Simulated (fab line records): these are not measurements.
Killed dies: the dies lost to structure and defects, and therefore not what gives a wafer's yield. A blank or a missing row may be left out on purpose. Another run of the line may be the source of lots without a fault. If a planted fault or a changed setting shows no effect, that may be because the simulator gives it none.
What tool caused it? | flow sky130 | 18 wafers from 6 lots sampled at 2 of the route's 708 steps

WHAT THE GAUGES READ, wafer by wafer
SKY_VT_ADJUST_LVTN_TW_MEAS_21.
lot  | measured     | on           | VT_ADJUST_LVTN_2_TW
L787 | day 8 10:46  | filmMetro-03 | 186 187 187
L790 | day 9 05:56  | filmMetro-04 | 190 191 191
L794 | day 10 07:12 | filmMetro-02 | 184 185 185
L796 | day 11 01:55 | filmMetro-03 | 190 189 189
L800 | day 12 04:41 | filmMetro-02 | 204 204 204
L806 | day 13 14:08 | filmMetro-04 | 190 191 190

TOOL THAT RAN EACH LOT (tool first, then ch and the chambers of the sampled wafers, then the start)
lot  | SKY_VT_ADJUST_LVTN_IMPLANT_19
L787 | implanter-03 ch 0, day 8 10:31
L790 | implanter-04 ch 0, day 9 05:41
L794 | implanter-04 ch 0, day 10 06:58
L796 | implanter-02 ch 0, day 11 01:40
L800 | implanter-04 ch 0, day 12 04:27
L806 | implanter-02 ch 0, day 13 13:55
- SKY_VT_ADJUST_LVTN_IMPLANT_19

THE ANSWER, worked out from the rows above alone
Rule: usual is defined by the lots themselves. The widest of any qualifying gaps counts: lots, ordered by their means at a reading, are off when they make up no more than a third of the lots, leave a main group of 4 or more, and stand apart from it by 3 or more times the standard deviation of that group's means. A main group whose means are all the same, to the digits that the tables above print for the reading, isn't used. A lot without any number at a reading at which 4 lots or more have one is off too. Where the step has rows for the other lots, those lots are counted as sound.
Off: L800, at SKY_VT_ADJUST_LVTN_TW_MEAS_21 (VT_ADJUST_LVTN_2_TW). Mean 188 and standard deviation 2.3 in the main group.
If a tool, at a process step before that reading, ran all the lots that are off and no sound lot after the first of them, it fits. Gauges at SKY_VT_ADJUST_LVTN_TW_MEAS_21: tried the same way as those tools. 2 tools fit, implanter-04 at SKY_VT_ADJUST_LVTN_IMPLANT_19 and filmMetro-02 at SKY_VT_ADJUST_LVTN_TW_MEAS_21, so this cannot tell which one it is.

WHAT THE SIMULATOR PUT IN
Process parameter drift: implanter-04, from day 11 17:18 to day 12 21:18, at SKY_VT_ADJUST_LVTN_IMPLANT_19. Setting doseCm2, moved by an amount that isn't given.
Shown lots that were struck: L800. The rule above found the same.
